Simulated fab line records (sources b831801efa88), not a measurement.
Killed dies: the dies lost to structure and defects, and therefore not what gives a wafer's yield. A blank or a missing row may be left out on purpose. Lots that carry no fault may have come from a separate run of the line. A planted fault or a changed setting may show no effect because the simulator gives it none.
The tool behind it: which one? | flow sky130 | 11 lots (33 wafers sampled), 1 step of a 708-step route

WHAT THE GAUGES SHOWED, per wafer
SKY_METAL1_CD_MEAS_15 targets a cd of 140 nm. Usual: cd nm at 139.9 nm, with a standard deviation of 1.5.
lot  | measured     | on        | cd nm (nm)        | flag
L926 | day 33 10:50 | cd sem-02 | 140.4 139.9 142.1 |
L925 | day 33 14:02 | cd sem-01 | 140.2 140.7 140.5 |
L927 | day 34 00:35 | cd sem-01 | 139.8 139.8 140.3 |
L928 | day 34 04:14 | cd sem-02 | 139.8 139.8 139.6 |
L931 | day 35 03:04 | cd sem-01 | 140.1 139.1 139.3 |
L932 | day 35 04:41 | cd sem-01 | 138.7 139.0 137.5 |
L935 | day 36 02:04 | cd sem-01 | 140.6 141.7 140.6 |
L941 | day 38 07:37 | cd sem-02 | 139.7 140.0 141.5 |
L942 | day 38 12:07 | cd sem-02 | 141.1 139.9 141.4 |
L944 | day 38 15:22 | cd sem-02 | 139.0 138.1 137.1 |
L946 | day 39 15:37 | cd sem-01 | 143.3 142.9 141.4 |

WHICH TOOL RAN EACH LOT (tool, then ch and the chambers of the sampled wafers, then the start)
There is no process step in the record ahead of these readings.

AS READ BY THE TOOLS THEMSELVES (means over the sampled wafers that have a number; for cases with no such wafer, the mark the record gives instead)
The record holds no such reading with a usual standard deviation.

THE ANSWER, worked out from the rows above alone
Rule: lot off if the mean of its wafers having a number is beyond 3 standard deviations from the usual mean. Also off: a lot with no number at a reading for which 4 or more lots have one. All remaining lots with rows at the step are treated as sound. Order of review: gauges by route order, followed by the tools' own readings, for which a lot's mean as printed above is used. The first step at which some lot is off is used, and at that step the reading that is off furthest; a lot without a number counts as furthest.
Nothing can be told from this: no lot is off at any reading shown.

WHAT HAD BEEN PUT IN BY THE SIMULATOR
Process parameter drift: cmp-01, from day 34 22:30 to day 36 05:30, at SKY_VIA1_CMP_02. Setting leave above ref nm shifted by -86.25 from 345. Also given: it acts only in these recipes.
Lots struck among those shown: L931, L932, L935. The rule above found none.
